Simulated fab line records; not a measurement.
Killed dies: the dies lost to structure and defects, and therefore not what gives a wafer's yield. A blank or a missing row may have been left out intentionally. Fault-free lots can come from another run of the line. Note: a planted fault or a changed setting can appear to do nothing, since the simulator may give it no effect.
Which tool did it?	flow gf180mcu	7 lots, 21 wafers sampled, at 3 steps of a route of 602

WHAT EACH GAUGE READ, for each wafer
GF_VT_IMPLANT_OVL_MEAS_07.
lot	measured	on	VT_IMPLANT_OVL (nm)
L256	day 5 21:17	overlay-01	0.2 1.7 1.0
L260	day 6 21:57	overlay-01	3.4 0.6 2.3
L266	day 8 11:58	overlay-01	0.1 -0.2 -2.4
L270	day 9 11:31	overlay-02	-0.8 -0.8 -1.3
L272	day 9 22:29	overlay-01	1.7 3.1 -0.8
L274	day 10 12:56	overlay-02	-2.7 -2.1 -0.7
L276	day 10 23:06	overlay-02	0.5 1.1 0.1

TOOL THAT RAN EACH LOT (tool first, then ch and the chambers of the sampled wafers, then the start)
lot	GF_STI_CMP_25	GF_MVSD_STRIP_10
L256	cmp-02 ch 0,2, day 2 09:37	plasma asher-01 ch 0, day 4 16:14
L260	cmp-01 ch 0,2,3, day 3 04:53	plasma asher-04 ch 0,1, day 5 15:02
L266	cmp-01 ch 1,2, day 4 12:18	plasma asher-04 ch 0,1, day 7 03:19
L270	cmp-02 ch 1,2,3, day 5 09:10	plasma asher-01 ch 0,1, day 8 02:18
L272	cmp-02 ch 0,2,3, day 5 18:44	plasma asher-02 ch 0,1, day 8 13:14
L274	cmp-01 ch 0,3, day 6 06:18	plasma asher-04 ch 0,1, day 9 01:36
L276	cmp-01 ch 0,1,3, day 6 16:05	plasma asher-02 ch 0,1, day 9 11:14
- GF_STI_CMP_25: polishes, stops on Si3N4, t overpolish 33 s, target thk 524.6 nm.
- GF_MVSD_STRIP_10: strips in O2/N2.

THE ANSWER, worked out from the rows above alone
Rule: the lots themselves supply what counts as usual. The widest of any qualifying gaps counts: lots, ordered by their means at a reading, are off when they make up no more than a third of the lots, leave a main group of 4 or more, and stand apart from it by 3 or more times the standard deviation of that group's means. The tables above print the reading to a certain number of digits; a main group whose means all agree to those digits is not used. A lot without any number at a reading at which 4 lots or more have one is off too. Where the step has rows for the other lots, those lots are counted as sound.
None of the lots is off at any reading shown; this tells nothing.

WHAT THE SIMULATOR PUT IN
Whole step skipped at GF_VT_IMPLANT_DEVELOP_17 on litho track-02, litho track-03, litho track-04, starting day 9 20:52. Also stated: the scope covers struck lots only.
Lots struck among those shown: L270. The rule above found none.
